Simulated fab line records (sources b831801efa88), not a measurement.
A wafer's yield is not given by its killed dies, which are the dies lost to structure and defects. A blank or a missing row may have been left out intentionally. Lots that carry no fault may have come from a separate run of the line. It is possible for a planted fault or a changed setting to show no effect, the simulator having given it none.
fab line records	flow gf180mcu
record lots=24	wafers=72	lastDay=34
route steps=602 shown V1@359 M4@471 V4@492 MIM@509 TOP_METAL@573
lots that met no fault: taken from a fault-free run of the same line
startH: hours from the record's opening day to when the first of the lot's shown wafers began	waitH: hours from the lot's prior step to this one	" as in the row above	L1.1+2: a single row standing in for several wafers	- no value, or no start given	* or withheld: withheld	< > ~ a bound
route shown NAME@n: a module of which the file shows steps, and the number in the route of the first	usual: mean and standard deviation over wafers with no fault	same: alike in all rows	chamber/n: place in a boat	sites: each site's reading	_std_site: how widely they spread, as a standard deviation	_edge_site: inner sites' mean taken away from outer sites' mean	radiusMm: for every site, how far away it sits from the centre of the wafer	mask NAME#n: copy n	behind: the last tool/chamber to shape the wafer	hold: cause of the lot's hold/its duration in hours/its outcome	device: the n, p or np transistor that did not switch	end of line: tests of these same wafers at the route's end	a step with no rows: only its recipe	killed: at the first sort, the dies lost to defects and structure; wafer yield is something else	map: per-die view of a wafer (x killed, . not killed, _ where there is no die)
set.NAME: setting as actually run; set.NAME@STEP: the setting as run at that earlier step	model.NAME: the simulator's own value behind a step, which no gauge read
steps of the route over a sample of lots; a table a step, a row a wafer
services: when a tool's chamber went out of use (startH, in hours from the record's first day, below 0 if earlier), for how many hours, and the reason
## steps
# step GF_V1_RS_MEAS_24
# recipe thkMeasGauge=four-point-probe	reads=W_of_V1_CVD_23+TiN_of_V1_SPUTTER_22+Ti_of_V1_SPUTTER_21
# usual V1_W_RS=0.327/0.0037
lot.wafer	tool	chamber	startH	waitH	V1_W_RS[ohm/sq]
L074.1	filmMetro-03	-	413.12	0.1	0.322
L074.2	"	-	"	"	0.322
L074.5	"	-	"	"	0.319
L075.1	filmMetro-02	-	419.04	0.1	0.321
L075.4	"	-	"	"	0.322
L075.6	"	-	"	"	0.321
L076.1	filmMetro-01	-	427.24	0.1	0.332
L076.3	"	-	"	"	0.331
L076.5	"	-	"	"	0.331
L077.1	filmMetro-03	-	439.02	0.1	0.330
L077.2	"	-	"	"	0.332
L077.4	"	-	"	"	0.333
L078.2	filmMetro-01	-	448.33	0.1	0.324
L078.3	"	-	"	"	0.327
L078.6	"	-	"	"	0.325
L079.2	filmMetro-01	-	458.16	0.1	0.328
L079.4	"	-	"	"	0.326
L079.6	"	-	"	"	0.331
L080.1	filmMetro-03	-	473.13	0.1	0.326
L080.3	"	-	"	"	0.325
L080.5	"	-	"	"	0.326
L081.1	filmMetro-03	-	475.78	0.1	0.326
L081.2	"	-	"	"	0.323
L081.5	"	-	"	"	0.321
L082.1	filmMetro-03	-	489.22	0.1	0.325
L082.5	"	-	"	"	0.326
L082.6	"	-	"	"	0.326
L083.2	filmMetro-03	-	499.13	0.1	0.327
L083.3	"	-	"	"	0.326
L083.6	"	-	"	"	0.322
L084.2	filmMetro-03	-	505.13	0.1	0.323
L084.4	"	-	"	"	0.325
L084.6	"	-	"	"	0.323
L085.4	filmMetro-02	-	514.16	0.1	0.327
L085.5	"	-	"	"	0.337
L085.6	"	-	"	"	0.328
L086.2	filmMetro-03	-	522.15	0.1	0.320
L086.4	"	-	"	"	0.322
L086.5	"	-	"	"	0.322
L087.1	filmMetro-02	-	525.61	0.1	0.325
L087.4	"	-	"	"	0.329
L087.6	"	-	"	"	0.328
L088.2	filmMetro-03	-	539.63	0.1	0.333
L088.4	"	-	"	"	0.334
L088.6	"	-	"	"	0.331
L089.1	filmMetro-02	-	544.91	0.1	0.329
L089.3	"	-	"	"	0.332
L089.4	"	-	"	"	0.334
L090.1	filmMetro-03	-	556.66	0.1	0.326
L090.3	"	-	"	"	0.329
L090.6	"	-	"	"	0.325
L091.1	filmMetro-02	-	559.77	0.1	0.329
L091.2	"	-	"	"	0.333
L091.3	"	-	"	"	0.332
L092.2	filmMetro-02	-	574.36	0.1	0.329
L092.3	"	-	"	"	0.328
L092.6	"	-	"	"	0.323
L093.3	filmMetro-01	-	576.95	0.1	0.328
L093.5	"	-	"	"	0.327
L093.6	"	-	"	"	0.327
L094.4	filmMetro-01	-	586.17	0.1	0.326
L094.5	"	-	"	"	0.326
L094.6	"	-	"	"	0.327
L095.1	filmMetro-03	-	591.91	0.1	0.329
L095.3	"	-	"	"	0.325
L095.4	"	-	"	"	0.327
L096.1	filmMetro-03	-	601.77	0.1	0.330
L096.3	"	-	"	"	0.322
L096.6	"	-	"	"	0.322
L097.2	filmMetro-03	-	608.74	0.1	0.329
L097.3	"	-	"	"	0.332
L097.6	"	-	"	"	0.329
# step GF_M4_OVL_MEAS_15
# usual M4_OVL=1/5.4
lot.wafer	tool	chamber	startH	waitH	M4_OVL[nm]
L074.1	overlay-01	-	540.18	0.1	-3
L074.2	"	-	"	"	-2
L074.5	"	-	"	"	1
L075.1	overlay-02	-	549.45	0.1	0
L075.4	"	-	"	"	-3
L075.6	"	-	"	"	5
L076.1	overlay-01	-	552.43	0.1	7
L076.3	"	-	"	"	-3
L076.5	"	-	"	"	-4
L077.1	overlay-01	-	564.35	0.1	-6
L077.2	"	-	"	"	4
L077.4	"	-	"	"	5
L078.2	overlay-01	-	571.91	0.1	-4
L078.3	"	-	"	"	-3
L078.6	"	-	"	"	-15
L079.2	overlay-02	-	580.09	0.1	3
L079.4	"	-	"	"	3
L079.6	"	-	"	"	6
L080.1	overlay-02	-	593.50	0.1	-2
L080.3	"	-	"	"	-2
L080.5	"	-	"	"	-4
L081.1	overlay-02	-	598.78	0.1	4
L081.2	"	-	"	"	-8
L081.5	"	-	"	"	1
L082.1	overlay-02	-	606.75	0.1	-2
L082.5	"	-	"	"	3
L082.6	"	-	"	"	-4
L083.2	overlay-02	-	618.91	0.1	14
L083.3	"	-	"	"	7
L083.6	"	-	"	"	10
L084.2	overlay-01	-	622.87	0.1	-7
L084.4	"	-	"	"	-11
L084.6	"	-	"	"	-9
L085.4	overlay-02	-	628.10	0.1	-5
L085.5	"	-	"	"	0
L085.6	"	-	"	"	2
L086.2	overlay-02	-	637.45	0.1	-6
L086.4	"	-	"	"	-4
L086.5	"	-	"	"	3
L087.1	overlay-02	-	640.75	0.1	7
L087.4	"	-	"	"	5
L087.6	"	-	"	"	2
L088.2	overlay-02	-	650.30	0.1	2
L088.4	"	-	"	"	5
L088.6	"	-	"	"	8
L089.1	overlay-02	-	656.28	0.1	-4
L089.3	"	-	"	"	2
L089.4	"	-	"	"	7
L090.1	overlay-02	-	668.03	0.1	4
L090.3	"	-	"	"	5
L090.6	"	-	"	"	10
L091.1	overlay-01	-	669.65	0.1	2
L091.2	"	-	"	"	5
L091.3	"	-	"	"	3
L092.2	overlay-01	-	687.15	0.1	0
L092.3	"	-	"	"	-2
L092.6	"	-	"	"	2
L093.3	overlay-01	-	687.59	0.1	5
L093.5	"	-	"	"	-2
L093.6	"	-	"	"	0
L094.4	overlay-01	-	691.97	0.1	6
L094.5	"	-	"	"	3
L094.6	"	-	"	"	8
L095.1	overlay-01	-	698.34	0.1	1
L095.3	"	-	"	"	9
L095.4	"	-	"	"	2
L096.1	overlay-02	-	706.80	0.1	1
L096.3	"	-	"	"	3
L096.6	"	-	"	"	0
L097.2	overlay-02	-	712.84	0.1	-2
L097.3	"	-	"	"	0
L097.6	"	-	"	"	-3
# step GF_V4_ETCH_16
# recipe chemistry=N2/H2	targetDepthA=withheld	overetchA=withheld	timeS=withheld	target=BARC	ionEnergyEv=200	sourceW=500	biasW=100	pressureMtorr=30	n2FlowSccm=100	h2FlowSccm=200
# usual drypumpMotorCurrentA=5.9/0.53	h2FlowSccm=199.9/0.64	oesProductAu=0.855/0.0049	throttleValvePct=13.224/0.0077
lot.wafer	tool	chamber	startH	waitH	drypumpMotorCurrentA	h2FlowSccm	oesProductAu	throttleValvePct
L074.1	rieDiel-04	3	564.36	0.0	5.6	200.1	0.854	13.208
L074.2	"	0	"	"	4.8	201.7	0.855	13.219
L074.5	"	2	"	"	6.0	199.7	0.864	13.227
L075.1	rieDiel-04	0	573.59	0.0	4.8	199.1	0.855	13.230
L075.4	"	2	"	"	6.0	199.9	0.858	13.208
L075.6	"	0	"	"	4.8	199.5	0.859	13.229
L076.1	rieDiel-02	0	575.77	0.0	5.3	200.2	0.857	13.224
L076.3	"	2	"	"	5.7	199.3	0.856	13.227
L076.5	"	3	"	"	5.5	199.1	0.862	13.224
L077.1	rieDiel-01	0	586.16	0.0	5.4	199.8	0.852	13.223
L077.2	"	3	"	"	6.5	200.3	0.858	13.220
L077.4	"	3	"	"	6.5	199.4	0.853	13.242
L078.2	rieDiel-04	3	596.51	0.0	5.6	200.2	0.856	13.219
L078.3	"	2	"	"	5.9	200.3	0.853	13.231
L078.6	"	0	"	"	4.8	200.5	0.857	13.226
L079.2	rieDiel-04	2	603.01	0.0	5.9	200.7	0.860	13.227
L079.4	"	1	"	"	6.5	199.5	0.858	13.221
L079.6	"	3	"	"	5.6	199.8	0.848	13.227
L080.1	rieDiel-01	1	616.19	0.0	6.2	199.0	0.855	13.210
L080.3	"	0	"	"	5.4	199.1	0.848	13.236
L080.5	"	1	"	"	6.3	200.0	0.852	13.231
L081.1	rieDiel-04	0	620.82	0.0	4.8	200.3	0.852	13.209
L081.2	"	3	"	"	5.6	199.7	0.859	13.230
L081.5	"	2	"	"	5.9	199.7	0.851	13.225
L082.1	rieDiel-02	3	628.77	0.0	5.5	200.5	0.856	13.222
L082.5	"	0	"	"	5.3	200.5	0.860	13.219
L082.6	"	3	"	"	5.5	200.1	0.841	13.213
L083.2	rieDiel-04	2	640.44	0.0	5.9	200.7	0.850	13.227
L083.3	"	3	"	"	5.6	198.9	0.850	13.217
L083.6	"	3	"	"	5.6	198.5	0.852	13.227
L084.2	rieDiel-04	3	644.62	0.0	5.6	199.4	0.860	13.224
L084.4	"	2	"	"	6.0	200.1	0.858	13.218
L084.6	"	3	"	"	5.6	199.1	0.865	13.226
L085.4	rieDiel-01	1	649.38	0.0	6.3	200.8	0.864	13.234
L085.5	"	2	"	"	6.3	199.5	0.853	13.211
L085.6	"	3	"	"	6.5	200.3	0.864	13.223
L086.2	rieDiel-01	2	659.39	0.0	6.3	200.6	0.863	13.228
L086.4	"	3	"	"	6.5	199.3	0.850	13.226
L086.5	"	2	"	"	6.3	201.3	0.848	13.223
L087.1	rieDiel-02	0	661.32	0.0	5.3	199.3	0.856	13.212
L087.4	"	1	"	"	6.2	200.5	0.855	13.215
L087.6	"	0	"	"	5.3	200.6	0.857	13.222
L088.2	rieDiel-02	2	670.97	0.0	5.7	199.0	0.860	13.224
L088.4	"	3	"	"	5.5	199.8	0.857	13.217
L088.6	"	0	"	"	5.3	198.8	0.856	13.215
L089.1	rieDiel-01	3	677.21	0.0	6.5	200.3	0.855	13.231
L089.3	"	2	"	"	6.3	199.1	0.846	13.230
L089.4	"	3	"	"	6.5	198.5	0.855	13.221
L090.1	rieDiel-01	2	688.14	0.0	6.3	200.6	0.856	13.215
L090.3	"	3	"	"	6.5	199.9	0.852	13.239
L090.6	"	1	"	"	6.3	200.8	0.855	13.239
L091.1	rieDiel-04	0	690.72	0.0	4.8	199.4	0.859	13.222
L091.2	"	2	"	"	6.0	199.7	0.855	13.229
L091.3	"	1	"	"	6.5	200.8	0.856	13.235
L092.2	rieDiel-04	0	707.51	0.0	4.8	200.8	0.848	13.221
L092.3	"	1	"	"	6.4	199.9	0.848	13.224
L092.6	"	2	"	"	5.9	199.4	0.856	13.219
L093.3	rieDiel-01	2	707.86	0.0	6.3	199.4	0.852	13.227
L093.5	"	3	"	"	6.5	199.2	0.855	13.219
L093.6	"	1	"	"	6.2	201.5	0.853	13.212
L094.4	rieDiel-04	3	712.26	0.0	5.6	200.8	0.850	13.221
L094.5	"	2	"	"	5.9	200.1	0.851	13.232
L094.6	"	1	"	"	6.5	199.6	0.859	13.235
L095.1	rieDiel-04	0	717.96	0.0	4.8	201.1	0.862	13.213
L095.3	"	3	"	"	5.6	199.2	0.850	13.221
L095.4	"	1	"	"	6.5	199.0	0.864	13.230
L096.1	rieDiel-04	3	726.01	0.0	5.6	199.9	0.861	13.224
L096.3	"	1	"	"	6.5	200.1	0.860	13.230
L096.6	"	0	"	"	4.8	199.5	0.838	13.237
L097.2	rieDiel-01	3	731.84	0.0	6.5	200.2	0.858	13.226
L097.3	"	2	"	"	6.3	200.5	0.859	13.215
L097.6	"	2	"	"	6.3	199.7	0.865	13.229
# step GF_V4_STRIP_18
# recipe chemistry=O2/N2	powerW=1400	pressureMtorr=1500	platenTempC=250	o2FlowSccm=3000	n2FlowSccm=300	overashFraction=0.5
# usual drypumpMotorCurrentA=5.8/0.39	heaterPowerW=331/23	o2FlowSccm=2998/8.7	oesProductAu=0.593/0.0054
lot.wafer	tool	chamber	startH	waitH	drypumpMotorCurrentA	heaterPowerW	o2FlowSccm	oesProductAu	rfHoursCounterH
L074.1	plasmaAsher-01	0	564.49	-	5.6	295	3003	0.596	48
L074.2	"	1	"	"	6.0	328	2997	0.593	48
L074.5	"	0	"	"	5.6	306	2991	0.586	-
L075.1	plasmaAsher-01	0	573.72	-	5.6	304	3008	0.598	49
L075.4	"	0	"	"	5.6	302	2997	0.599	-
L075.6	"	1	"	"	6.0	320	3001	0.587	-
L076.1	plasmaAsher-01	0	575.90	-	5.6	304	2990	0.598	50
L076.3	"	0	"	"	5.6	306	3012	0.587	-
L076.5	"	0	"	"	5.6	300	2995	0.590	-
L077.1	plasmaAsher-01	1	586.35	-	6.0	334	3007	0.597	51
L077.2	"	0	"	"	5.6	299	2992	0.590	51
L077.4	"	0	"	"	5.6	309	3006	0.593	-
L078.2	plasmaAsher-04	1	596.64	-	5.3	324	3003	0.588	16
L078.3	"	0	"	"	6.3	356	3009	0.596	-
L078.6	"	1	"	"	5.3	320	3004	0.601	-
L079.2	plasmaAsher-04	0	603.14	-	6.3	344	2992	0.586	17
L079.4	"	0	"	"	6.3	343	3000	0.592	-
L079.6	"	0	"	"	6.3	347	3001	0.593	-
L080.1	plasmaAsher-03	1	616.32	-	5.4	311	3009	0.603	102
L080.3	"	1	"	"	5.4	312	2994	0.589	-
L080.5	"	0	"	"	6.2	374	2997	0.594	-
L081.1	plasmaAsher-01	0	620.95	-	5.6	300	2987	0.602	54
L081.2	"	1	"	"	6.0	331	2985	0.589	54
L081.5	"	0	"	"	5.6	304	3005	0.594	-
L082.1	plasmaAsher-03	1	628.90	-	5.4	322	3001	0.592	104
L082.5	"	0	"	"	6.2	385	2988	0.598	-
L082.6	"	1	"	"	5.4	312	2988	0.585	-
L083.2	plasmaAsher-01	1	640.57	-	6.0	328	3007	0.598	56
L083.3	"	0	"	"	5.6	305	3001	0.601	-
L083.6	"	1	"	"	6.0	328	3004	0.596	-
L084.2	plasmaAsher-03	0	644.81	-	6.2	372	3003	0.590	106
L084.4	"	1	"	"	5.4	321	2976	0.592	-
L084.6	"	0	"	"	6.2	377	3002	0.592	-
L085.4	plasmaAsher-03	1	649.52	-	5.4	312	2997	0.595	-
L085.5	"	1	"	"	5.4	316	2996	0.591	-
L085.6	"	0	"	"	6.2	378	2986	0.589	-
L086.2	plasmaAsher-01	0	659.52	-	5.6	301	3016	0.593	58
L086.4	"	0	"	"	5.6	307	3005	0.587	-
L086.5	"	1	"	"	6.0	338	2993	0.584	-
L087.1	plasmaAsher-04	0	661.45	-	6.3	347	2993	0.591	23
L087.4	"	1	"	"	5.3	326	3022	0.590	-
L087.6	"	1	"	"	5.3	318	3016	0.594	-
L088.2	plasmaAsher-01	0	671.10	-	5.6	303	2997	0.593	60
L088.4	"	1	"	"	6.0	330	2989	0.595	-
L088.6	"	1	"	"	6.0	327	3000	0.593	-
L089.1	plasmaAsher-04	0	677.34	-	6.3	351	3011	0.589	25
L089.3	"	0	"	"	6.2	352	2995	0.589	-
L089.4	"	1	"	"	5.3	331	2997	0.588	-
L090.1	plasmaAsher-03	0	688.27	-	6.2	373	3000	0.598	111
L090.3	"	1	"	"	5.4	306	2992	0.588	-
L090.6	"	0	"	"	6.2	371	2997	0.591	-
L091.1	plasmaAsher-04	0	690.85	-	6.2	331	3001	0.607	27
L091.2	"	1	"	"	5.3	332	2984	0.592	27
L091.3	"	0	"	"	6.2	352	3000	0.595	-
L092.2	plasmaAsher-03	1	707.64	-	5.4	317	3007	0.597	114
L092.3	"	0	"	"	6.2	381	2996	0.597	-
L092.6	"	0	"	"	6.2	381	2997	0.587	-
L093.3	plasmaAsher-03	1	708.02	-	5.4	313	2994	0.589	-
L093.5	"	1	"	"	5.4	314	3016	0.589	-
L093.6	"	0	"	"	6.2	377	2994	0.598	-
L094.4	plasmaAsher-04	1	712.42	-	5.3	309	2980	0.593	-
L094.5	"	1	"	"	5.3	319	2989	0.594	-
L094.6	"	0	"	"	6.2	346	2997	0.594	-
L095.1	plasmaAsher-04	0	718.09	-	6.3	351	2992	0.588	30
L095.3	"	1	"	"	5.3	319	3004	0.593	-
L095.4	"	0	"	"	6.3	339	2998	0.590	-
L096.1	plasmaAsher-04	1	726.14	-	5.3	313	3005	0.598	32
L096.3	"	0	"	"	6.3	343	2986	0.581	-
L096.6	"	0	"	"	6.3	350	2994	0.596	-
L097.2	plasmaAsher-04	0	731.97	-	6.3	340	3011	0.591	32
L097.3	"	0	"	"	6.3	340	2993	0.593	-
L097.6	"	0	"	"	6.3	355	3002	0.597	-
# step GF_MIM_THK_MEAS_06
# recipe reads=Si3N4_of_MIM_CVD_05
# usual MIM_CVD_05_THK=42.1/0.56
lot.wafer	tool	chamber	startH	waitH	MIM_CVD_05_THK[nm]
L074.1	filmMetro-02	-	566.15	0.0	41.4
L074.2	"	-	"	"	42.0
L074.5	"	-	"	"	42.2
L075.1	filmMetro-01	-	577.40	0.0	41.4
L075.4	"	-	"	"	42.3
L075.6	"	-	"	"	43.1
L076.1	filmMetro-01	-	577.84	0.0	41.4
L076.3	"	-	"	"	41.0
L076.5	"	-	"	"	41.7
L077.1	filmMetro-02	-	587.83	0.0	41.9
L077.2	"	-	"	"	42.3
L077.4	"	-	"	"	42.5
L078.2	filmMetro-04	-	598.14	0.0	41.0
L078.3	"	-	"	"	41.3
L078.6	"	-	"	"	41.6
L079.2	filmMetro-01	-	604.63	0.0	42.0
L079.4	"	-	"	"	42.5
L079.6	"	-	"	"	42.6
L080.1	filmMetro-02	-	617.81	0.0	42.0
L080.3	"	-	"	"	41.6
L080.5	"	-	"	"	43.3
L081.1	filmMetro-04	-	622.46	0.0	41.7
L081.2	"	-	"	"	41.7
L081.5	"	-	"	"	42.4
L082.1	filmMetro-02	-	630.39	0.0	41.9
L082.5	"	-	"	"	41.7
L082.6	"	-	"	"	42.7
L083.2	filmMetro-02	-	642.06	0.0	41.8
L083.3	"	-	"	"	42.2
L083.6	"	-	"	"	42.3
L084.2	filmMetro-01	-	646.30	0.0	42.1
L084.4	"	-	"	"	42.7
L084.6	"	-	"	"	43.0
L085.4	filmMetro-01	-	651.02	0.0	42.7
L085.5	"	-	"	"	42.9
L085.6	"	-	"	"	42.8
L086.2	filmMetro-02	-	661.01	0.0	42.7
L086.4	"	-	"	"	42.4
L086.5	"	-	"	"	42.5
L087.1	filmMetro-04	-	662.92	0.0	42.2
L087.4	"	-	"	"	43.2
L087.6	"	-	"	"	43.1
L088.2	filmMetro-01	-	672.62	0.0	42.1
L088.4	"	-	"	"	42.3
L088.6	"	-	"	"	42.6
L089.1	filmMetro-01	-	678.83	0.0	41.5
L089.3	"	-	"	"	40.9
L089.4	"	-	"	"	41.9
L090.1	filmMetro-04	-	689.75	0.0	41.7
L090.3	"	-	"	"	41.6
L090.6	"	-	"	"	43.0
L091.1	filmMetro-04	-	692.33	0.0	42.3
L091.2	"	-	"	"	42.8
L091.3	"	-	"	"	42.5
L092.2	filmMetro-01	-	709.57	0.0	41.6
L092.3	"	-	"	"	41.8
L092.6	"	-	"	"	42.4
L093.3	filmMetro-01	-	709.89	0.0	41.4
L093.5	"	-	"	"	42.4
L093.6	"	-	"	"	42.5
L094.4	filmMetro-02	-	714.30	0.0	42.6
L094.5	"	-	"	"	42.8
L094.6	"	-	"	"	42.2
L095.1	filmMetro-04	-	719.58	0.0	41.4
L095.3	"	-	"	"	41.7
L095.4	"	-	"	"	42.2
L096.1	filmMetro-04	-	727.62	0.0	41.4
L096.3	"	-	"	"	41.9
L096.6	"	-	"	"	42.1
L097.2	filmMetro-02	-	733.49	0.0	41.1
L097.3	"	-	"	"	41.7
L097.6	"	-	"	"	42.8
# step GF_TOP_METAL_THK_MEAS_06
# recipe thkMeasGauge=xrf	reads=AlCu_of_TOP_METAL_SPUTTER_02
# usual TOP_METAL_ALCU_THK=912/12
lot.wafer	tool	chamber	startH	waitH	TOP_METAL_ALCU_THK[nm]
L074.1	filmMetro-02	-	632.22	0.1	921
L074.2	"	-	"	"	906
L074.5	"	-	"	"	895
L075.1	filmMetro-04	-	643.56	0.1	924
L075.4	"	-	"	"	915
L075.6	"	-	"	"	915
L076.1	filmMetro-04	-	644.21	0.1	920
L076.3	"	-	"	"	909
L076.5	"	-	"	"	892
L077.1	filmMetro-03	-	652.74	0.1	909
L077.2	"	-	"	"	898
L077.4	"	-	"	"	890
L078.2	filmMetro-02	-	661.66	0.1	895
L078.3	"	-	"	"	899
L078.6	"	-	"	"	893
L079.2	filmMetro-03	-	668.99	0.1	921
L079.4	"	-	"	"	911
L079.6	"	-	"	"	908
L080.1	filmMetro-02	-	681.53	0.1	914
L080.3	"	-	"	"	924
L080.5	"	-	"	"	928
L081.1	filmMetro-02	-	685.71	0.1	907
L081.2	"	-	"	"	900
L081.5	"	-	"	"	920
L082.1	filmMetro-02	-	691.35	0.1	916
L082.5	"	-	"	"	925
L082.6	"	-	"	"	923
L083.2	filmMetro-02	-	703.17	0.1	927
L083.3	"	-	"	"	919
L083.6	"	-	"	"	928
L084.2	filmMetro-03	-	706.89	0.1	906
L084.4	"	-	"	"	898
L084.6	"	-	"	"	915
L085.4	filmMetro-02	-	711.47	0.1	934
L085.5	"	-	"	"	905
L085.6	"	-	"	"	923
L086.2	filmMetro-03	-	720.68	0.1	904
L086.4	"	-	"	"	919
L086.5	"	-	"	"	917
L087.1	filmMetro-02	-	722.95	0.1	938
L087.4	"	-	"	"	939
L087.6	"	-	"	"	932
L088.2	filmMetro-02	-	731.72	0.1	921
L088.4	"	-	"	"	923
L088.6	"	-	"	"	914
L089.1	filmMetro-03	-	737.34	0.1	924
L089.3	"	-	"	"	912
L089.4	"	-	"	"	900
L090.1	filmMetro-04	-	747.08	0.1	892
L090.3	"	-	"	"	907
L090.6	"	-	"	"	901
L091.1	filmMetro-03	-	750.27	0.1	926
L091.2	"	-	"	"	934
L091.3	"	-	"	"	915
L092.2	filmMetro-02	-	764.91	0.1	889
L092.3	"	-	"	"	898
L092.6	"	-	"	"	897
L093.3	filmMetro-02	-	765.73	0.1	917
L093.5	"	-	"	"	913
L093.6	"	-	"	"	919
L094.4	filmMetro-04	-	769.29	0.1	906
L094.5	"	-	"	"	907
L094.6	"	-	"	"	898
L095.1	filmMetro-04	-	774.51	0.1	905
L095.3	"	-	"	"	914
L095.4	"	-	"	"	923
L096.1	filmMetro-03	-	780.30	0.1	911
L096.3	"	-	"	"	928
L096.6	"	-	"	"	919
L097.2	filmMetro-04	-	786.47	0.1	922
L097.3	"	-	"	"	913
L097.6	"	-	"	"	910
## services
tool	chamber	startH	hours	kind
rieDiel-01	-	543.56	0.7	repair
plasmaAsher-04	-	550.29	3.8	repair
rieDiel-01	0	551.72	-	clean
rieDiel-01	0	551.72	15.8	scheduledDown
rieDiel-01	0	551.72	15.8	ventCycle
rieDiel-02	0	572.37	1.3	repair
rieDiel-01	3	575.70	7.0	repair
rieDiel-01	1	583.02	17.3	repair
rieDiel-01	-	587.02	0.4	repair
rieDiel-01	0	591.04	7.9	repair
rieDiel-04	2	608.10	5.5	repair
rieDiel-02	-	608.35	0.1	repair
rieDiel-01	-	610.15	3.4	repair
rieDiel-04	0	628.02	20.5	repair
rieDiel-04	1	643.00	15.4	repair
rieDiel-01	0	647.28	69.7	repair
plasmaAsher-01	-	672.20	22.1	pm
rieDiel-04	3	672.39	-	clean
rieDiel-04	3	672.39	31.0	scheduledDown
rieDiel-04	3	672.39	31.0	ventCycle
rieDiel-02	3	681.21	6.5	repair
plasmaAsher-01	-	707.61	14.6	pm
plasmaAsher-01	-	725.31	12.7	repair
rieDiel-01	0	726.17	1.8	repair
## key
fault none
